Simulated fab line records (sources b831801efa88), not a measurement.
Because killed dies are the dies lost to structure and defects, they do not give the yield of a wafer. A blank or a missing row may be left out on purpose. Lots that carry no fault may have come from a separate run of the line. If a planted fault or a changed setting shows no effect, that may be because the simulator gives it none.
What tool caused it? | flow sky130 | Sampling: 11 lots, 33 wafers, 5 of 708 route steps

WHAT EACH GAUGE READ, for each wafer
SKY_VIA2_THK_MEAS_01.
lot  | measured     | on           | VIA2_HDPCVD_THK (nm)
L125 | day 35 03:38 | filmMetro-01 | 1189 1185 1181
L126 | day 35 06:21 | filmMetro-01 | 1172 1170 1183
L128 | day 36 07:20 | filmMetro-02 | 1207 1203 1192
L133 | day 37 16:48 | filmMetro-02 | 1248 1185 1188
L141 | day 40 08:55 | filmMetro-03 | 1180 1191 1190
L142 | day 40 13:22 | filmMetro-03 | 1187 1195 1168
L143 | day 40 19:33 | filmMetro-02 | 1185 1171 1179
L144 | day 40 23:27 | filmMetro-01 | 1190 1167 1190
L146 | day 41 13:26 | filmMetro-01 | 1187 1189 1178
L147 | day 42 16:35 | filmMetro-02 | 1197 1185 1186
L148 | day 42 17:37 | filmMetro-02 | 1200 1199 1185

WHICH TOOL RAN EACH LOT (tool, then ch and the chambers of the sampled wafers, then the start)
lot  | SKY_METAL1_ETCH_18               | SKY_VIA1_STRIP_16                   | SKY_VIA1_SPUTTER_20         | SKY_VIA2_HDPCVD_00
L125 | rieMetal-02 ch 0,1, day 32 19:26 | plasmaAsher-04 ch 0,1, day 33 23:06 | pvdSputter-01, day 33 23:41 | hdpcvd-02 ch 1,2, day 35 03:29
L126 | rieMetal-04 ch 0,1, day 32 21:54 | plasmaAsher-04 ch 0,1, day 34 01:52 | pvdSputter-02, day 34 02:26 | hdpcvd-01 ch 0,1,2, day 35 06:15
L128 | rieMetal-03 ch 0,1, day 33 23:13 | plasmaAsher-04 ch 0,1, day 35 02:41 | pvdSputter-03, day 35 03:21 | hdpcvd-02 ch 0,1, day 36 07:13
L133 | rieMetal-04 ch 0,1, day 35 09:11 | plasmaAsher-03 ch 0,1, day 36 12:55 | pvdSputter-02, day 36 13:29 | hdpcvd-02 ch 0,1,2, day 37 16:43
L141 | rieMetal-02 ch 0,1, day 38 01:47 | plasmaAsher-04 ch 0,1, day 39 05:06 | pvdSputter-02, day 39 05:41 | hdpcvd-01 ch 0,2, day 40 08:46
L142 | rieMetal-04 ch 0,1, day 38 08:17 | plasmaAsher-04 ch 0,1, day 39 10:44 | pvdSputter-02, day 39 11:22 | hdpcvd-02 ch 0,2, day 40 13:14
L143 | rieMetal-02 ch 1, day 38 14:31   | plasmaAsher-01 ch 0,1, day 39 16:49 | pvdSputter-03, day 39 17:27 | hdpcvd-01 ch 0,2, day 40 19:26
L144 | rieMetal-02 ch 0,1, day 38 18:05 | plasmaAsher-03 ch 0,1, day 39 20:25 | pvdSputter-03, day 39 21:03 | hdpcvd-01 ch 1,2, day 40 23:19
L146 | rieMetal-03 ch 0,1, day 39 09:16 | plasmaAsher-03 ch 0,1, day 40 10:34 | pvdSputter-01, day 40 11:12 | hdpcvd-01 ch 1,2, day 41 13:17
L147 | rieMetal-02 ch 0,1, day 40 13:25 | plasmaAsher-03 ch 0,1, day 41 14:50 | pvdSputter-03, day 41 15:26 | hdpcvd-02 ch 1,2, day 42 16:27
L148 | rieMetal-04 ch 0,1, day 40 14:13 | plasmaAsher-03 ch 0,1, day 41 15:46 | pvdSputter-02, day 41 16:22 | hdpcvd-01 ch 0,1, day 42 17:29
- SKY_METAL1_ETCH_18: etches BARC in N2/H2, stops on SiO2, time 45.9 s, target depth 60 nm.
- SKY_VIA1_STRIP_16: strips in O2/N2.
- SKY_VIA1_SPUTTER_20: material TiN, target thk 20 nm, time 80 s.
- SKY_VIA2_HDPCVD_00: deposits SiO2, target thk 1180 nm, time 196.7 s.

THE ANSWER, worked out from the rows above alone
Rule: what is usual is taken from the lots themselves. Put in order of their means at a reading, lots are off if they are a third of the lots or fewer, leave a main group of 4 or more, and stand apart from it by a gap of 3 or more times the standard deviation of the main group's means; of several such gaps the widest counts. Not used: any main group whose means are identical at the precision the tables above print for the reading. A lot without any number at a reading at which 4 lots or more have one is off too. All remaining lots with rows at the step are treated as sound.
No lot is off at any reading shown: from this, nothing can be told.

WHAT THE SIMULATOR PUT IN
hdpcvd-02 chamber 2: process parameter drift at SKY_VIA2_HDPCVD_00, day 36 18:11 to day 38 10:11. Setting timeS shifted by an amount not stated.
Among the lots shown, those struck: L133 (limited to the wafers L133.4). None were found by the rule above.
